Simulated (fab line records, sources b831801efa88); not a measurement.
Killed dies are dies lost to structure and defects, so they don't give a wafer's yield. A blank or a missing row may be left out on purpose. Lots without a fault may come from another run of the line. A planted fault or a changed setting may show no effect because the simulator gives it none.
Which tool did it? | flow gf180mcu | 24 lots, 72 wafers sampled, at 6 steps of a route of 602

WHAT THE GAUGES READ, wafer by wafer
GF_POLY_GATE_CD_MEAS_18.
lot  | measured     | on        | cd_nm (nm)
L074 | day 9 06:47  | cd_sem-01 | 276.4 282.3 279.8
L075 | day 9 09:23  | cd_sem-01 | 279.6 280.0 279.9
L076 | day 9 16:46  | cd_sem-02 | 278.7 276.0 278.5
L077 | day 9 23:08  | cd_sem-01 | 278.9 282.7 280.3
L078 | day 10 07:44 | cd_sem-01 | 278.1 278.6 279.2
L079 | day 10 19:07 | cd_sem-01 | 280.6 282.8 280.5
L080 | day 11 00:47 | cd_sem-01 | 278.0 280.4 278.7
L081 | day 11 10:43 | cd_sem-02 | 279.7 279.2 277.7
L082 | day 11 16:31 | cd_sem-01 | 280.8 280.6 281.4
L083 | day 11 20:35 | cd_sem-01 | 279.9 279.8 281.4
L084 | day 12 08:52 | cd_sem-02 | 282.7 278.3 281.4
L085 | day 12 22:49 | cd_sem-02 | 282.1 280.4 281.2
L086 | day 13 09:28 | cd_sem-01 | 280.3 281.1 278.9
L087 | day 13 11:34 | cd_sem-01 | 275.5 278.8 277.8
L088 | day 13 15:49 | cd_sem-02 | 280.0 279.1 277.0
L089 | day 14 01:41 | cd_sem-02 | 282.6 282.5 284.5
L090 | day 14 05:49 | cd_sem-02 | 278.7 277.3 279.5
L091 | day 14 17:34 | cd_sem-02 | 277.8 277.6 278.2
L092 | day 14 20:54 | cd_sem-02 | 274.4 274.2 273.7
L093 | day 14 21:40 | cd_sem-01 | 278.3 276.9 279.7
L094 | day 15 05:04 | cd_sem-02 | 275.9 275.7 276.2
L095 | day 15 10:04 | cd_sem-02 | 278.4 277.9 277.2
L096 | day 15 19:32 | cd_sem-02 | 278.7 278.9 277.9
L097 | day 16 02:49 | cd_sem-01 | 281.6 281.5 280.2

GF_M4_CD_MEAS_14: target cd 280 nm.
lot  | measured     | on        | cd_nm (nm)
L074 | day 23 08:06 | cd_sem-01 | 280.3 280.4 282.0
L075 | day 23 11:55 | cd_sem-01 | 280.6 281.0 281.6
L076 | day 23 23:48 | cd_sem-02 | 281.2 280.6 280.6
L077 | day 24 06:50 | cd_sem-01 | 279.5 279.5 279.2
L078 | day 24 16:55 | cd_sem-01 | 279.9 279.7 279.8
L079 | day 25 08:50 | cd_sem-02 | 280.7 280.5 280.4
L080 | day 25 15:40 | cd_sem-02 | 279.2 281.0 281.0
L081 | day 25 23:55 | cd_sem-01 | 279.8 278.7 279.2
L082 | day 26 05:55 | cd_sem-01 | 277.4 277.5 279.6
L083 | day 26 10:52 | cd_sem-02 | 279.6 279.9 280.0
L084 | day 26 23:00 | cd_sem-01 | 280.3 281.5 281.1
L085 | day 27 13:24 | cd_sem-01 | 280.0 279.6 281.4
L086 | day 28 01:16 | cd_sem-01 | 281.2 280.9 280.1
L087 | day 28 04:20 | cd_sem-01 | 278.9 280.3 278.8
L088 | day 28 06:43 | cd_sem-01 | 279.3 280.4 280.3
L089 | day 28 16:35 | cd_sem-01 | 280.1 280.8 280.7
L090 | day 28 18:27 | cd_sem-02 | 280.3 279.2 278.5
L091 | day 29 05:05 | cd_sem-01 | 279.3 279.8 279.4
L092 | day 29 09:00 | cd_sem-02 | 280.3 281.4 279.9
L093 | day 29 11:32 | cd_sem-01 | 280.9 281.9 280.6
L094 | day 29 17:09 | cd_sem-02 | 278.9 279.2 279.2
L095 | day 29 21:22 | cd_sem-01 | 279.7 279.2 279.0
L096 | day 30 05:50 | cd_sem-01 | 281.0 281.8 280.9
L097 | day 30 10:17 | cd_sem-02 | 279.5 279.9 280.6

GF_PASSIVATION_BOW_MEAS_14.
lot  | measured     | on            | PASSIVATION_BOW (um)
L074 | day 28 23:46 | film_metro-04 | 124 146 137
L075 | day 29 02:10 | film_metro-01 | 127 135 125
L076 | day 29 12:01 | film_metro-01 | 138 144 140
L077 | day 29 17:44 | film_metro-04 | 132 143 141
L078 | day 30 03:35 | film_metro-03 | 132 133 152
L079 | day 30 17:34 | film_metro-01 | 146 130 145
L080 | day 31 00:29 | film_metro-04 | 134 142 135
L081 | day 31 04:28 | film_metro-03 | 134 154 149
L082 | day 31 11:21 | film_metro-01 | 123 127 129
L083 | day 31 14:14 | film_metro-01 | 151 129 147
L084 | day 32 01:52 | film_metro-03 | 129 141 139
L085 | day 32 12:04 | film_metro-04 | 146 145 158
L086 | day 32 23:33 | film_metro-03 | 141 159 140
L087 | day 33 02:13 | film_metro-04 | 112 122 119
L088 | day 33 03:47 | film_metro-01 | 148 135 139
L089 | day 33 11:20 | film_metro-01 | 126 131 131
L090 | day 33 13:35 | film_metro-01 | 129 130 152
L091 | day 33 21:43 | film_metro-04 | 156 148 142
L092 | day 34 01:01 | film_metro-01 | 124 116 128
L093 | day 34 02:34 | film_metro-03 | 131 141 134
L094 | day 34 07:58 | film_metro-01 | 140 147 142
L095 | day 34 10:56 | film_metro-03 | 142 153 144
L096 | day 34 17:31 | film_metro-04 | 146 142 156
L097 | day 34 21:40 | film_metro-03 | 126 127 133

WHICH TOOL RAN EACH LOT (tool, then ch and the chambers of the sampled wafers, then the start)
lot  | GF_PSD_RTA_13                    | GF_CONTACT_CVD_24             | GF_V5_SPUTTER_21
L074 | rtp_anneal-02 ch 0, day 14 05:10 | cvd_w-02 ch 0,1, day 16 02:43 | pvd_sputter-01, day 27 03:50
L075 | rtp_anneal-01 ch 0, day 14 09:11 | cvd_w-02 ch 0,1, day 16 06:22 | pvd_sputter-03, day 27 07:09
L076 | rtp_anneal-01 ch 0, day 14 18:19 | cvd_w-01 ch 0, day 16 17:06   | pvd_sputter-03, day 27 17:56
L077 | rtp_anneal-01 ch 0, day 15 03:01 | cvd_w-02 ch 0,1, day 17 00:09 | pvd_sputter-01, day 27 22:47
L078 | rtp_anneal-01 ch 0, day 15 12:35 | cvd_w-02 ch 0,1, day 17 12:33 | pvd_sputter-01, day 28 09:09
L079 | rtp_anneal-01 ch 0, day 16 03:51 | cvd_w-01 ch 0,1, day 18 04:09 | pvd_sputter-01, day 29 00:48
L080 | rtp_anneal-02 ch 0, day 16 09:59 | cvd_w-01 ch 0,1, day 18 11:00 | pvd_sputter-03, day 29 07:14
L081 | rtp_anneal-01 ch 0, day 16 20:41 | cvd_w-02 ch 0,1, day 18 22:58 | pvd_sputter-03, day 29 12:41
L082 | rtp_anneal-02 ch 0, day 17 02:15 | cvd_w-02 ch 0,1, day 19 03:44 | pvd_sputter-03, day 29 18:41
L083 | rtp_anneal-02 ch 0, day 17 08:00 | cvd_w-01 ch 0,1, day 19 10:47 | pvd_sputter-03, day 29 22:32
L084 | rtp_anneal-01 ch 0, day 17 23:00 | cvd_w-02 ch 0,1, day 20 01:31 | pvd_sputter-01, day 30 10:05
L085 | rtp_anneal-01 ch 0, day 18 15:52 | cvd_w-02 ch 0,1, day 20 17:58 | pvd_sputter-01, day 30 22:23
L086 | rtp_anneal-02 ch 0, day 19 04:20 | cvd_w-02 ch 0,1, day 21 06:37 | pvd_sputter-03, day 31 10:38
L087 | rtp_anneal-02 ch 0, day 19 07:24 | cvd_w-01 ch 0,1, day 21 10:23 | pvd_sputter-01, day 31 12:11
L088 | rtp_anneal-01 ch 0, day 19 12:28 | cvd_w-01 ch 0,1, day 21 14:01 | pvd_sputter-02, day 31 14:20
L089 | rtp_anneal-02 ch 0, day 19 23:06 | cvd_w-01 ch 0,1, day 22 00:27 | pvd_sputter-02, day 31 23:15
L090 | rtp_anneal-01 ch 0, day 20 02:52 | cvd_w-02 ch 0,1, day 22 04:33 | pvd_sputter-02, day 32 01:20
L091 | rtp_anneal-01 ch 0, day 20 15:29 | cvd_w-01 ch 0,1, day 22 16:20 | pvd_sputter-03, day 32 09:59
L092 | rtp_anneal-01 ch 0, day 20 19:51 | cvd_w-01 ch 0,1, day 22 21:00 | pvd_sputter-03, day 32 13:45
L093 | rtp_anneal-02 ch 0, day 20 20:11 | cvd_w-01 ch 0,1, day 22 21:26 | pvd_sputter-01, day 32 15:16
L094 | rtp_anneal-01 ch 0, day 21 05:04 | cvd_w-02 ch 0,1, day 23 06:52 | pvd_sputter-01, day 32 20:50
L095 | rtp_anneal-02 ch 0, day 21 10:47 | cvd_w-02 ch 0,1, day 23 11:07 | pvd_sputter-02, day 33 01:02
L096 | rtp_anneal-02 ch 0, day 21 21:06 | cvd_w-01 ch 0,1, day 23 21:40 | pvd_sputter-03, day 33 07:52
L097 | rtp_anneal-02 ch 0, day 22 02:24 | cvd_w-02 ch 0,1, day 24 03:15 | pvd_sputter-02, day 33 12:15
- GF_PSD_RTA_13: time 20 s.
- GF_CONTACT_CVD_24: deposits W, target thk 300 nm, time 90.339 s.
- GF_V5_SPUTTER_21: material Ti, target thk 15 nm, time 80.02 s.

WHAT THE TOOLS THEMSELVES READ (means of the sampled wafers that have a number; where no wafer has one, the mark that the record gives instead)
GF_PSD_RTA_13.
lot  | tool          | lamp_power_pct (%) | wafer_temp_C_max
L074 | rtp_anneal-02 | 30.9               | 1027.5
L075 | rtp_anneal-01 | 33.9               | 1032.1
L076 | rtp_anneal-01 | 33.9               | 1031.6
L077 | rtp_anneal-01 | 34.0               | 1032.5
L078 | rtp_anneal-01 | 33.9               | 1032.0
L079 | rtp_anneal-01 | 33.9               | 1032.2
L080 | rtp_anneal-02 | 30.9               | 1028.2
L081 | rtp_anneal-01 | 33.9               | 1030.7
L082 | rtp_anneal-02 | 30.8               | 1028.8
L083 | rtp_anneal-02 | 30.8               | 1029.0
L084 | rtp_anneal-01 | 33.9               | 1030.8
L085 | rtp_anneal-01 | 34.0               | 1030.7
L086 | rtp_anneal-02 | 30.8               | 1028.6
L087 | rtp_anneal-02 | 30.9               | 1029.0
L088 | rtp_anneal-01 | 33.9               | 1030.7
L089 | rtp_anneal-02 | 30.8               | 1027.7
L090 | rtp_anneal-01 | 33.9               | 1032.2
L091 | rtp_anneal-01 | 33.9               | 1031.4
L092 | rtp_anneal-01 | 33.9               | 1032.8
L093 | rtp_anneal-02 | 30.8               | 1028.7
L094 | rtp_anneal-01 | 33.9               | 1032.3
L095 | rtp_anneal-02 | 30.8               | 1028.0
L096 | rtp_anneal-02 | 30.8               | 1028.0
L097 | rtp_anneal-02 | 30.8               | 1029.0

GF_CONTACT_CVD_24.
lot  | tool     | heater_power_w (W)
L074 | cvd_w-02 | 834
L075 | cvd_w-02 | 809
L076 | cvd_w-01 | 905
L077 | cvd_w-02 | 826
L078 | cvd_w-02 | 808
L079 | cvd_w-01 | 883
L080 | cvd_w-01 | 871
L081 | cvd_w-02 | 845
L082 | cvd_w-02 | 801
L083 | cvd_w-01 | 871
L084 | cvd_w-02 | 837
L085 | cvd_w-02 | 811
L086 | cvd_w-02 | 813
L087 | cvd_w-01 | 882
L088 | cvd_w-01 | 870
L089 | cvd_w-01 | 886
L090 | cvd_w-02 | 800
L091 | cvd_w-01 | 875
L092 | cvd_w-01 | 878
L093 | cvd_w-01 | 862
L094 | cvd_w-02 | 842
L095 | cvd_w-02 | 810
L096 | cvd_w-01 | 875
L097 | cvd_w-02 | 824

GF_V5_SPUTTER_21.
lot  | tool           | throttle_valve_pct (%)
L074 | pvd_sputter-01 | 29.7
L075 | pvd_sputter-03 | 29.4
L076 | pvd_sputter-03 | 30.7
L077 | pvd_sputter-01 | 29.1
L078 | pvd_sputter-01 | 29.7
L079 | pvd_sputter-01 | 29.5
L080 | pvd_sputter-03 | 30.4
L081 | pvd_sputter-03 | 30.4
L082 | pvd_sputter-03 | 30.3
L083 | pvd_sputter-03 | 29.5
L084 | pvd_sputter-01 | 30.0
L085 | pvd_sputter-01 | 30.2
L086 | pvd_sputter-03 | 30.5
L087 | pvd_sputter-01 | 29.9
L088 | pvd_sputter-02 | 30.0
L089 | pvd_sputter-02 | 30.4
L090 | pvd_sputter-02 | 29.2
L091 | pvd_sputter-03 | 29.4
L092 | pvd_sputter-03 | 30.5
L093 | pvd_sputter-01 | 31.2
L094 | pvd_sputter-01 | 30.1
L095 | pvd_sputter-02 | 31.0
L096 | pvd_sputter-03 | 30.0
L097 | pvd_sputter-02 | 31.0

THE ANSWER, worked out from the rows above alone
Rule: what is usual is taken from the lots themselves. Put in order of their means at a reading, lots are off if they are a third of the lots or fewer, leave a main group of 4 or more, and stand apart from it by a gap of 3 or more times the standard deviation of the main group's means; of several such gaps the widest counts. A main group whose means are all the same, to the digits that the tables above print for the reading, isn't used. A lot without any number at a reading at which 4 lots or more have one is off too. The other lots that the step has rows for count as sound. The gauges are gone through in route order, then the tools' own readings, and for those a lot's mean is taken as printed above. The first step at which some lot is off is used, and at that step the reading that is off furthest; a lot without a number counts as furthest.
No lot is off at any reading shown: from this, nothing can be told.

WHAT THE SIMULATOR HAD PUT IN
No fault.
